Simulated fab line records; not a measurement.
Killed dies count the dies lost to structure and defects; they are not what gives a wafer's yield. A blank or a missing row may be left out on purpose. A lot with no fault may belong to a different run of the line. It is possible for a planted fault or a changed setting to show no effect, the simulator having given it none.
What tool caused it? || flow sky130 || 72 wafers from 24 lots sampled at 4 of the route's 708 steps

WHAT THE GAUGES SHOWED, per wafer
SKY_LOCAL_INTERCONNECT_OVL_MEAS_12.
{"lot": "L074", "measured": "day 30 06:13", "on": "overlay-01", "LOCAL_INTERCONNECT_OVL (nm)": "9 2 1"}
{"lot": "L075", "measured": "day 30 17:19", "on": "overlay-01", "LOCAL_INTERCONNECT_OVL (nm)": "0 9 11"}
{"lot": "L076", "measured": "day 30 21:19", "on": "overlay-02", "LOCAL_INTERCONNECT_OVL (nm)": "-1 -1 2"}
{"lot": "L077", "measured": "day 31 06:47", "on": "overlay-02", "LOCAL_INTERCONNECT_OVL (nm)": "2 0 3"}
{"lot": "L078", "measured": "day 31 14:46", "on": "overlay-01", "LOCAL_INTERCONNECT_OVL (nm)": "3 2 4"}
{"lot": "L079", "measured": "day 31 16:34", "on": "overlay-02", "LOCAL_INTERCONNECT_OVL (nm)": "6 7 8"}
{"lot": "L080", "measured": "day 32 05:55", "on": "overlay-01", "LOCAL_INTERCONNECT_OVL (nm)": "-7 -5 -1"}
{"lot": "L081", "measured": "day 32 19:00", "on": "overlay-01", "LOCAL_INTERCONNECT_OVL (nm)": "5 8 3"}
{"lot": "L082", "measured": "day 32 22:48", "on": "overlay-02", "LOCAL_INTERCONNECT_OVL (nm)": "-3 1 3"}
{"lot": "L083", "measured": "day 33 16:01", "on": "overlay-01", "LOCAL_INTERCONNECT_OVL (nm)": "9 6 8"}
{"lot": "L084", "measured": "day 34 00:22", "on": "overlay-01", "LOCAL_INTERCONNECT_OVL (nm)": "5 5 7"}
{"lot": "L086", "measured": "day 34 06:14", "on": "overlay-02", "LOCAL_INTERCONNECT_OVL (nm)": "1 5 3"}
{"lot": "L085", "measured": "day 34 07:11", "on": "overlay-02", "LOCAL_INTERCONNECT_OVL (nm)": "4 4 2"}
{"lot": "L087", "measured": "day 34 15:49", "on": "overlay-01", "LOCAL_INTERCONNECT_OVL (nm)": "-8 -7 -2"}
{"lot": "L088", "measured": "day 34 19:45", "on": "overlay-01", "LOCAL_INTERCONNECT_OVL (nm)": "-1 0 -1"}
{"lot": "L089", "measured": "day 35 12:02", "on": "overlay-02", "LOCAL_INTERCONNECT_OVL (nm)": "7 -3 -3"}
{"lot": "L090", "measured": "day 35 18:53", "on": "overlay-01", "LOCAL_INTERCONNECT_OVL (nm)": "7 6 4"}
{"lot": "L091", "measured": "day 36 03:12", "on": "overlay-01", "LOCAL_INTERCONNECT_OVL (nm)": "7 1 2"}
{"lot": "L092", "measured": "day 36 05:10", "on": "overlay-01", "LOCAL_INTERCONNECT_OVL (nm)": "7 1 7"}
{"lot": "L093", "measured": "day 36 10:22", "on": "overlay-01", "LOCAL_INTERCONNECT_OVL (nm)": "0 -5 -9"}
{"lot": "L094", "measured": "day 36 15:14", "on": "overlay-02", "LOCAL_INTERCONNECT_OVL (nm)": "10 5 9"}
{"lot": "L095", "measured": "day 37 01:19", "on": "overlay-02", "LOCAL_INTERCONNECT_OVL (nm)": "5 5 1"}
{"lot": "L096", "measured": "day 37 08:00", "on": "overlay-02", "LOCAL_INTERCONNECT_OVL (nm)": "-2 8 -2"}
{"lot": "L097", "measured": "day 37 11:52", "on": "overlay-02", "LOCAL_INTERCONNECT_OVL (nm)": "4 21 14"}

SKY_METAL2_CD_MEAS_15 targets a cd of 140 nm.
{"lot": "L074", "measured": "day 34 23:52", "on": "cd_sem-01", "cd_nm (nm)": "136.9 138.7 137.6"}
{"lot": "L075", "measured": "day 35 09:20", "on": "cd_sem-02", "cd_nm (nm)": "140.4 138.4 139.9"}
{"lot": "L076", "measured": "day 35 12:16", "on": "cd_sem-01", "cd_nm (nm)": "140.7 141.4 140.5"}
{"lot": "L077", "measured": "day 35 23:53", "on": "cd_sem-01", "cd_nm (nm)": "139.6 139.6 141.0"}
{"lot": "L078", "measured": "day 36 07:08", "on": "cd_sem-02", "cd_nm (nm)": "138.0 137.4 137.2"}
{"lot": "L079", "measured": "day 36 09:08", "on": "cd_sem-02", "cd_nm (nm)": "138.5 138.1 138.6"}
{"lot": "L080", "measured": "day 36 20:05", "on": "cd_sem-01", "cd_nm (nm)": "139.4 138.4 139.7"}
{"lot": "L081", "measured": "day 37 10:34", "on": "cd_sem-01", "cd_nm (nm)": "139.1 137.2 139.4"}
{"lot": "L082", "measured": "day 37 15:05", "on": "cd_sem-02", "cd_nm (nm)": "139.9 138.3 139.5"}
{"lot": "L083", "measured": "day 38 06:53", "on": "cd_sem-02", "cd_nm (nm)": "141.4 142.8 141.8"}
{"lot": "L084", "measured": "day 38 15:10", "on": "cd_sem-02", "cd_nm (nm)": "142.3 142.8 143.5"}
{"lot": "L086", "measured": "day 38 20:25", "on": "cd_sem-01", "cd_nm (nm)": "136.7 137.6 137.6"}
{"lot": "L085", "measured": "day 38 21:08", "on": "cd_sem-02", "cd_nm (nm)": "138.3 137.8 138.1"}
{"lot": "L087", "measured": "day 39 04:02", "on": "cd_sem-02", "cd_nm (nm)": "137.6 140.4 139.6"}
{"lot": "L088", "measured": "day 39 08:56", "on": "cd_sem-02", "cd_nm (nm)": "140.8 138.3 139.8"}
{"lot": "L089", "measured": "day 39 23:26", "on": "cd_sem-02", "cd_nm (nm)": "137.9 137.2 139.4"}
{"lot": "L090", "measured": "day 40 05:44", "on": "cd_sem-02", "cd_nm (nm)": "138.4 138.2 139.0"}
{"lot": "L091", "measured": "day 40 12:20", "on": "cd_sem-01", "cd_nm (nm)": "140.4 140.4 140.1"}
{"lot": "L092", "measured": "day 40 16:32", "on": "cd_sem-02", "cd_nm (nm)": "140.8 139.3 139.6"}
{"lot": "L093", "measured": "day 41 01:37", "on": "cd_sem-01", "cd_nm (nm)": "139.4 138.0 141.6"}
{"lot": "L094", "measured": "day 41 03:14", "on": "cd_sem-01", "cd_nm (nm)": "139.5 140.5 140.3"}
{"lot": "L095", "measured": "day 41 10:35", "on": "cd_sem-02", "cd_nm (nm)": "142.6 142.9 143.1"}
{"lot": "L096", "measured": "day 41 15:23", "on": "cd_sem-02", "cd_nm (nm)": "141.6 140.4 141.1"}
{"lot": "L097", "measured": "day 42 01:34", "on": "cd_sem-01", "cd_nm (nm)": "141.7 141.4 141.8"}

SKY_VIA2_THK_MEAS_01.
{"lot": "L074", "measured": "day 35 00:56", "on": "film_metro-04", "VIA2_HDPCVD_THK (nm)": "1190 1200 1189"}
{"lot": "L075", "measured": "day 35 10:24", "on": "film_metro-04", "VIA2_HDPCVD_THK (nm)": "1204 1211 1203"}
{"lot": "L076", "measured": "day 35 13:20", "on": "film_metro-01", "VIA2_HDPCVD_THK (nm)": "1179 1171 1186"}
{"lot": "L077", "measured": "day 36 00:57", "on": "film_metro-04", "VIA2_HDPCVD_THK (nm)": "1198 1184 1196"}
{"lot": "L078", "measured": "day 36 08:14", "on": "film_metro-04", "VIA2_HDPCVD_THK (nm)": "1209 1193 1203"}
{"lot": "L079", "measured": "day 36 10:13", "on": "film_metro-02", "VIA2_HDPCVD_THK (nm)": "1167 1183 1182"}
{"lot": "L080", "measured": "day 36 21:13", "on": "film_metro-04", "VIA2_HDPCVD_THK (nm)": "1182 1178 1184"}
{"lot": "L081", "measured": "day 37 11:37", "on": "film_metro-01", "VIA2_HDPCVD_THK (nm)": "1183 1177 1190"}
{"lot": "L082", "measured": "day 37 16:08", "on": "film_metro-01", "VIA2_HDPCVD_THK (nm)": "1190 1174 1180"}
{"lot": "L083", "measured": "day 38 07:55", "on": "film_metro-01", "VIA2_HDPCVD_THK (nm)": "1185 1195 1185"}
{"lot": "L084", "measured": "day 38 16:18", "on": "film_metro-01", "VIA2_HDPCVD_THK (nm)": "1198 1189 1193"}
{"lot": "L086", "measured": "day 38 21:29", "on": "film_metro-01", "VIA2_HDPCVD_THK (nm)": "1208 1204 1210"}
{"lot": "L085", "measured": "day 38 22:18", "on": "film_metro-02", "VIA2_HDPCVD_THK (nm)": "1185 1178 1177"}
{"lot": "L087", "measured": "day 39 05:10", "on": "film_metro-02", "VIA2_HDPCVD_THK (nm)": "1168 1188 1170"}
{"lot": "L088", "measured": "day 39 10:10", "on": "film_metro-02", "VIA2_HDPCVD_THK (nm)": "1198 1199 1199"}
{"lot": "L089", "measured": "day 40 00:31", "on": "film_metro-04", "VIA2_HDPCVD_THK (nm)": "1174 1192 1175"}
{"lot": "L090", "measured": "day 40 06:48", "on": "film_metro-01", "VIA2_HDPCVD_THK (nm)": "1194 1189 1185"}
{"lot": "L091", "measured": "day 40 13:22", "on": "film_metro-02", "VIA2_HDPCVD_THK (nm)": "1174 1182 1170"}
{"lot": "L092", "measured": "day 40 17:36", "on": "film_metro-01", "VIA2_HDPCVD_THK (nm)": "1196 1194 1187"}
{"lot": "L093", "measured": "day 41 02:40", "on": "film_metro-02", "VIA2_HDPCVD_THK (nm)": "1189 1193 1191"}
{"lot": "L094", "measured": "day 41 04:18", "on": "film_metro-01", "VIA2_HDPCVD_THK (nm)": "1190 1198 1195"}
{"lot": "L095", "measured": "day 41 11:39", "on": "film_metro-02", "VIA2_HDPCVD_THK (nm)": "1180 1180 1167"}
{"lot": "L096", "measured": "day 41 16:27", "on": "film_metro-02", "VIA2_HDPCVD_THK (nm)": "1177 1191 1191"}
{"lot": "L097", "measured": "day 42 02:38", "on": "film_metro-04", "VIA2_HDPCVD_THK (nm)": "1190 1185 1178"}

EACH LOT AND THE TOOL THAT RAN IT (in order: tool; ch and the chambers of the sampled wafers; start)
{"lot": "L074", "SKY_VIA1_ETCH_14": "rie_diel-03 ch 1,3, day 33 20:36"}
{"lot": "L075", "SKY_VIA1_ETCH_14": "rie_diel-03 ch 0,1,2, day 34 06:06"}
{"lot": "L076", "SKY_VIA1_ETCH_14": "rie_diel-01 ch 1,2, day 34 08:42"}
{"lot": "L077", "SKY_VIA1_ETCH_14": "rie_diel-03 ch 1,2, day 34 20:27"}
{"lot": "L078", "SKY_VIA1_ETCH_14": "rie_diel-01 ch 0,3, day 35 03:36"}
{"lot": "L079", "SKY_VIA1_ETCH_14": "rie_diel-02 ch 0,2, day 35 05:47"}
{"lot": "L080", "SKY_VIA1_ETCH_14": "rie_diel-02 ch 1,2,3, day 35 16:53"}
{"lot": "L081", "SKY_VIA1_ETCH_14": "rie_diel-02 ch 1,2, day 36 07:15"}
{"lot": "L082", "SKY_VIA1_ETCH_14": "rie_diel-02 ch 0,3, day 36 11:41"}
{"lot": "L083", "SKY_VIA1_ETCH_14": "rie_diel-03 ch 0,1,2, day 37 03:21"}
{"lot": "L084", "SKY_VIA1_ETCH_14": "rie_diel-02 ch 0,1,2, day 37 12:01"}
{"lot": "L086", "SKY_VIA1_ETCH_14": "rie_diel-03 ch 0,1,3, day 37 17:06"}
{"lot": "L085", "SKY_VIA1_ETCH_14": "rie_diel-02 ch 1,2,3, day 37 18:33"}
{"lot": "L087", "SKY_VIA1_ETCH_14": "rie_diel-03 ch 0,1,3, day 38 01:39"}
{"lot": "L088", "SKY_VIA1_ETCH_14": "rie_diel-01 ch 0,2,3, day 38 06:05"}
{"lot": "L089", "SKY_VIA1_ETCH_14": "rie_diel-02 ch 2,3, day 38 21:54"}
{"lot": "L090", "SKY_VIA1_ETCH_14": "rie_diel-01 ch 0,1,2, day 39 03:39"}
{"lot": "L091", "SKY_VIA1_ETCH_14": "rie_diel-02 ch 0,1,2, day 39 11:54"}
{"lot": "L092", "SKY_VIA1_ETCH_14": "rie_diel-01 ch 1,3, day 39 15:06"}
{"lot": "L093", "SKY_VIA1_ETCH_14": "rie_diel-01 ch 0,1,3, day 39 20:23"}
{"lot": "L094", "SKY_VIA1_ETCH_14": "rie_diel-03 ch 1,3, day 39 23:17"}
{"lot": "L095", "SKY_VIA1_ETCH_14": "rie_diel-03 ch 1,2,3, day 40 08:24"}
{"lot": "L096", "SKY_VIA1_ETCH_14": "rie_diel-01 ch 1,2, day 40 14:07"}
{"lot": "L097", "SKY_VIA1_ETCH_14": "rie_diel-01 ch 0,1,2, day 40 23:48"}
- SKY_VIA1_ETCH_14: etches BARC in N2/H2, stops on SiO2, time 45.9 s, target depth 60 nm.

WHAT THE TOOLS THEMSELVES READ (means of the sampled wafers that have a number; where no wafer has one, the mark that the record gives instead)
SKY_VIA1_ETCH_14.
{"lot": "L074", "tool": "rie_diel-03", "bias_w (W)": 99.9, "drypump_motor_current_A (A)": 5.5, "oes_product_au (a.u.)": 0.857, "throttle_valve_pct (%)": 13.232}
{"lot": "L075", "tool": "rie_diel-03", "bias_w (W)": 100.3, "drypump_motor_current_A (A)": 5.6, "oes_product_au (a.u.)": 0.862, "throttle_valve_pct (%)": 13.229}
{"lot": "L076", "tool": "rie_diel-01", "bias_w (W)": 99.9, "drypump_motor_current_A (A)": 6.0, "oes_product_au (a.u.)": 0.857, "throttle_valve_pct (%)": 13.230}
{"lot": "L077", "tool": "rie_diel-03", "bias_w (W)": 99.6, "drypump_motor_current_A (A)": 5.3, "oes_product_au (a.u.)": 0.855, "throttle_valve_pct (%)": 13.218}
{"lot": "L078", "tool": "rie_diel-01", "bias_w (W)": 100.0, "drypump_motor_current_A (A)": 5.8, "oes_product_au (a.u.)": 0.851, "throttle_valve_pct (%)": 13.229}
{"lot": "L079", "tool": "rie_diel-02", "bias_w (W)": 99.5, "drypump_motor_current_A (A)": 5.6, "oes_product_au (a.u.)": 0.852, "throttle_valve_pct (%)": 13.230}
{"lot": "L080", "tool": "rie_diel-02", "bias_w (W)": 100.1, "drypump_motor_current_A (A)": 6.0, "oes_product_au (a.u.)": 0.857, "throttle_valve_pct (%)": 13.226}
{"lot": "L081", "tool": "rie_diel-02", "bias_w (W)": 100.4, "drypump_motor_current_A (A)": 5.8, "oes_product_au (a.u.)": 0.857, "throttle_valve_pct (%)": 13.225}
{"lot": "L082", "tool": "rie_diel-02", "bias_w (W)": 100.0, "drypump_motor_current_A (A)": 5.8, "oes_product_au (a.u.)": 0.856, "throttle_valve_pct (%)": 13.223}
{"lot": "L083", "tool": "rie_diel-03", "bias_w (W)": 99.9, "drypump_motor_current_A (A)": 5.5, "oes_product_au (a.u.)": 0.852, "throttle_valve_pct (%)": 13.220}
{"lot": "L084", "tool": "rie_diel-02", "bias_w (W)": 100.2, "drypump_motor_current_A (A)": 5.8, "oes_product_au (a.u.)": 0.854, "throttle_valve_pct (%)": 13.229}
{"lot": "L086", "tool": "rie_diel-03", "bias_w (W)": 100.2, "drypump_motor_current_A (A)": 5.8, "oes_product_au (a.u.)": 0.852, "throttle_valve_pct (%)": 13.221}
{"lot": "L085", "tool": "rie_diel-02", "bias_w (W)": 99.8, "drypump_motor_current_A (A)": 6.0, "oes_product_au (a.u.)": 0.861, "throttle_valve_pct (%)": 13.221}
{"lot": "L087", "tool": "rie_diel-03", "bias_w (W)": 100.0, "drypump_motor_current_A (A)": 5.8, "oes_product_au (a.u.)": 0.852, "throttle_valve_pct (%)": 13.237}
{"lot": "L088", "tool": "rie_diel-01", "bias_w (W)": 99.9, "drypump_motor_current_A (A)": 6.1, "oes_product_au (a.u.)": 0.858, "throttle_valve_pct (%)": 13.225}
{"lot": "L089", "tool": "rie_diel-02", "bias_w (W)": 99.8, "drypump_motor_current_A (A)": 6.0, "oes_product_au (a.u.)": 0.854, "throttle_valve_pct (%)": 13.219}
{"lot": "L090", "tool": "rie_diel-01", "bias_w (W)": 100.2, "drypump_motor_current_A (A)": 6.1, "oes_product_au (a.u.)": 0.853, "throttle_valve_pct (%)": 13.236}
{"lot": "L091", "tool": "rie_diel-02", "bias_w (W)": 100.1, "drypump_motor_current_A (A)": 5.8, "oes_product_au (a.u.)": 0.861, "throttle_valve_pct (%)": 13.221}
{"lot": "L092", "tool": "rie_diel-01", "bias_w (W)": 100.0, "drypump_motor_current_A (A)": 5.6, "oes_product_au (a.u.)": 0.854, "throttle_valve_pct (%)": 13.227}
{"lot": "L093", "tool": "rie_diel-01", "bias_w (W)": 100.1, "drypump_motor_current_A (A)": 5.8, "oes_product_au (a.u.)": 0.855, "throttle_valve_pct (%)": 13.230}
{"lot": "L094", "tool": "rie_diel-03", "bias_w (W)": 99.8, "drypump_motor_current_A (A)": 5.5, "oes_product_au (a.u.)": 0.851, "throttle_valve_pct (%)": 13.233}
{"lot": "L095", "tool": "rie_diel-03", "bias_w (W)": 100.2, "drypump_motor_current_A (A)": 5.6, "oes_product_au (a.u.)": 0.851, "throttle_valve_pct (%)": 13.225}
{"lot": "L096", "tool": "rie_diel-01", "bias_w (W)": 99.8, "drypump_motor_current_A (A)": 5.8, "oes_product_au (a.u.)": 0.862, "throttle_valve_pct (%)": 13.222}
{"lot": "L097", "tool": "rie_diel-01", "bias_w (W)": 100.0, "drypump_motor_current_A (A)": 6.1, "oes_product_au (a.u.)": 0.854, "throttle_valve_pct (%)": 13.227}

THE ANSWER, worked out from the rows above alone
Rule: what is usual is taken from the lots themselves. The widest of any qualifying gaps counts: lots, ordered by their means at a reading, are off when they make up no more than a third of the lots, leave a main group of 4 or more, and stand apart from it by 3 or more times the standard deviation of that group's means. A main group whose means are all the same, to the digits that the tables above print for the reading, isn't used. Also off: a lot with no number at a reading for which 4 or more lots have one. The other lots that the step has rows for count as sound. The gauges are gone through in route order, then the tools' own readings, and for those a lot's mean is taken as printed above. The first step at which some lot is off is used, and at that step the reading that is off furthest; a lot without a number counts as furthest.
Across all readings shown, no lot is off: no conclusion can be drawn from this.

WHAT THE SIMULATOR HAD PUT IN
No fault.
